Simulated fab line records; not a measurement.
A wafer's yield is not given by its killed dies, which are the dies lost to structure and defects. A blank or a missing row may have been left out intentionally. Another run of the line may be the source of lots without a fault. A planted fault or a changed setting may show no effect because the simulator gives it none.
A lot that was struck, set against a sound lot | flow sky130 | 13 out of 708 route steps
Sound: the wafers L630.1, L630.3, L630.6. Struck: wafers L643.1, L643.4, L643.5. The cause is named last.
At each step with rows: each side's tool, then ch and its chambers, then its first start. Under that, the readings that differ: sound wafers | struck wafers | difference of the means | sigmas: that difference in standard deviations of wafers without a fault.
alike: readings with means less than 2 such deviations apart, plus words and numbers identical on both sides. not compared: withheld readings, readings lacking a value on some wafer, bounds such as >300 that could conceal the same value, and numbers that have no deviation in the record and whose values overlap.
Wherever a step has rows on one side only, a row that says differs or no value, or a row with sigmas, the two part there. Numbers that have no deviation but don't overlap get no sigmas and don't part them. Lack of a reading on every wafer of one side parts them only where that side has two or more wafers.

first, 1 step without rows for these wafers: SKY_NWELL_IMPLANT_24.
SKY_NWELL_STRIP_25: strips in O2/N2.
  sound on plasma_asher-04 ch 0,1, day 6 10:58; struck on plasma_asher-03 ch 1, day 9 16:09
  alike: chamber_pressure_mTorr, drypump_motor_current_A, oes_product_au, strip_time_to_endpoint_s
  not compared: rf_hours_counter_h
SKY_NWELL_TW_MEAS_26:
  struck on film_metro-01, day 9 16:15; sound on film_metro-03, day 6 11:04
  reading    | sound             | struck            | difference | sigmas
  NWELL_2_TW | 498.7 498.3 498.8 | 505.4 504.2 504.3 | +6.0       | +2
then, 1 step without rows for these wafers: SKY_NWELL_CLEAN_27 (cleans in SC1/SC2, time 150 s).
SKY_NWELL_RTA_28: time 30 s.
  sound on rtp_anneal-02 ch 0, day 6 11:11; struck on rtp_anneal-01 ch 0, day 9 16:22
  alike: lamp_power_pct, wafer_temp_C_max
SKY_NWELL_RS_MEAS_29: measurement is done with a four-point probe.
  struck on film_metro-01, day 9 16:28; sound on film_metro-01, day 6 11:17
  alike: NWELL_RS
SKY_NWELL_RS_MEAS_31: measurement is done with a four-point probe.
  struck on film_metro-01, day 9 16:42; sound on film_metro-01, day 6 11:31
  alike: PWDE_RS
then, 4 steps without rows for these wafers: SKY_VT_ADJUST_HVTP_DEHYDRATE_00 (time 60 s); SKY_VT_ADJUST_HVTP_HMDS_01 (prime time 60 s); SKY_VT_ADJUST_HVTP_COAT_02 (resist thk 1140 nm); SKY_VT_ADJUST_HVTP_SOFTBAKE_03 (time 60 s).
SKY_VT_ADJUST_HVTP_EXPOSE_04: exposes mask HVTPM, target cd 380 nm.
  sound on iline_stepper-01 ch 0, day 6 21:23; struck on iline_stepper-02, day 10 03:59
  no value came back on the struck wafers for exposure_dose_mJ_cm2, focus_offset_nm (nm), stage_vel_mm_s (mm/s); on the sound wafers exposure_dose_mJ_cm2 reads 140.06 140.13 140.01
  alike: mask
after that, 1 step had no rows for these wafers: SKY_VT_ADJUST_HVTP_PEB_05.

## WHERE THEY PART
At SKY_NWELL_TW_MEAS_26 first; at SKY_VT_ADJUST_HVTP_EXPOSE_04 last (within this record only).

WHY: what the simulator had put in
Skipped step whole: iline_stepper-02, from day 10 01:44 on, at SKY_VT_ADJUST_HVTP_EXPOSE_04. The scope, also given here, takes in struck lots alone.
